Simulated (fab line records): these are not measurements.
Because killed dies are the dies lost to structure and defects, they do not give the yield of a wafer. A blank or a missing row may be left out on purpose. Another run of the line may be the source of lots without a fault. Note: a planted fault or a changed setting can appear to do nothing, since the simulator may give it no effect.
The same fault as seen by 2 desks || flow sky130 || only its own numbers are on each desk; what lay behind them is given at the end

## THE TOOL OWNER'S DESK: implanter-03
For each lot that ran on this tool, the mean over its sampled wafers that have a number, from the tool's own readings at SKY_VT_ADJUST_HVTP_IMPLANT_09. Any lot whose mean is over 4 standard deviations away from the usual mean is out of limits and marked OUT; that distance is given in the brackets.
Columns: A = beam energy keV at SKY_VT_ADJUST_HVTP_IMPLANT_09, usual 149.99
{"lot": "L377", "first seen here": "day 9 09:31", "A": 149.97}
{"lot": "L380", "first seen here": "day 10 06:43", "A": 149.96}
{"lot": "L385", "first seen here": "day 11 13:46", "A": "164.29 (+99 or more) OUT"}
{"lot": "L386", "first seen here": "day 11 19:40", "A": "164.24 (+99 or more) OUT"}
{"lot": "L387", "first seen here": "day 12 04:20", "A": "164.24 (+99 or more) OUT"}
This desk finds L385, L386, L387 out of limits, L385 being first, at day 11 13:46 (beam energy keV at SKY_VT_ADJUST_HVTP_IMPLANT_09). Within limits: L377, L380.

## THE METROLOGY DESK
What the gauges read, lot by lot, whatever tool the lot ran on: means of the sampled wafers that have a number. Any lot whose mean is over 4 standard deviations away from the usual mean is out of limits and marked OUT; that distance is given in the brackets.
Columns: A = NWELL_OXIDATION_THK at SKY_NWELL_THK_MEAS_02, usual 9.97 nm; B = cd nm at SKY_POLY_GATE_CD_MEAS_22, usual 150.1 nm; C = LDD_N_OVL at SKY_LDD_N_OVL_MEAS_07, usual 0.9 nm
{"lot": "L364", "first seen here": "day 2 13:11", "A": 9.99, "B": 150.7, "C": -0.1}
{"lot": "L365", "first seen here": "day 2 17:02", "A": 9.58, "B": 147.6, "C": 1.8}
{"lot": "L366", "first seen here": "day 2 20:52", "A": 10.14, "B": 150.6, "C": 0.1}
{"lot": "L367", "first seen here": "day 3 02:26", "A": 10.15, "B": 151.5, "C": 2.1}
{"lot": "L368", "first seen here": "day 3 08:16", "A": 9.73, "B": 153.4, "C": 2.5}
{"lot": "L369", "first seen here": "day 3 13:26", "A": 9.57, "B": 147.0, "C": 1.9}
{"lot": "L370", "first seen here": "day 3 18:53", "A": 9.76, "B": 150.0, "C": 1.1}
{"lot": "L371", "first seen here": "day 4 00:26", "A": 9.95, "B": 149.5, "C": 2.7}
{"lot": "L377", "first seen here": "day 5 07:21", "A": 9.74, "B": 149.8, "C": -0.3}
{"lot": "L380", "first seen here": "day 5 23:55", "A": 10.02, "B": 149.1, "C": -0.2}
{"lot": "L381", "first seen here": "day 6 04:51", "A": 9.91, "B": 150.9, "C": -0.4}
{"lot": "L385", "first seen here": "day 7 01:56", "A": 10.10, "B": 151.8, "C": 1.1}
{"lot": "L386", "first seen here": "day 7 05:44", "A": 10.19, "B": 150.8, "C": 1.1}
{"lot": "L387", "first seen here": "day 7 13:02", "A": 10.09, "B": 148.8, "C": 0.9}
Finding of this desk: none of the 14 lots has anything out of limits.

## PUT TOGETHER
At day 11 13:46, on L385, L386, L387, the tool owner's desk was in a position to raise an alarm.
From the metrology desk's view, nothing was out of limits.
The metrology desk holds a record of L385, L386, L387, inside its limits.
Every lot named ran SKY_VT_ADJUST_HVTP_IMPLANT_09 on implanter-03.

## WHAT THE SIMULATOR HAD PUT IN
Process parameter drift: implanter-03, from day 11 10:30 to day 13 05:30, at SKY_VT_ADJUST_HVTP_IMPLANT_09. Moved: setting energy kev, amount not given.
Lots struck among those shown: L385, L386, L387.
Time in hours from fault onset to the first out-of-limits reading at each desk: the tool owner's desk, 3.
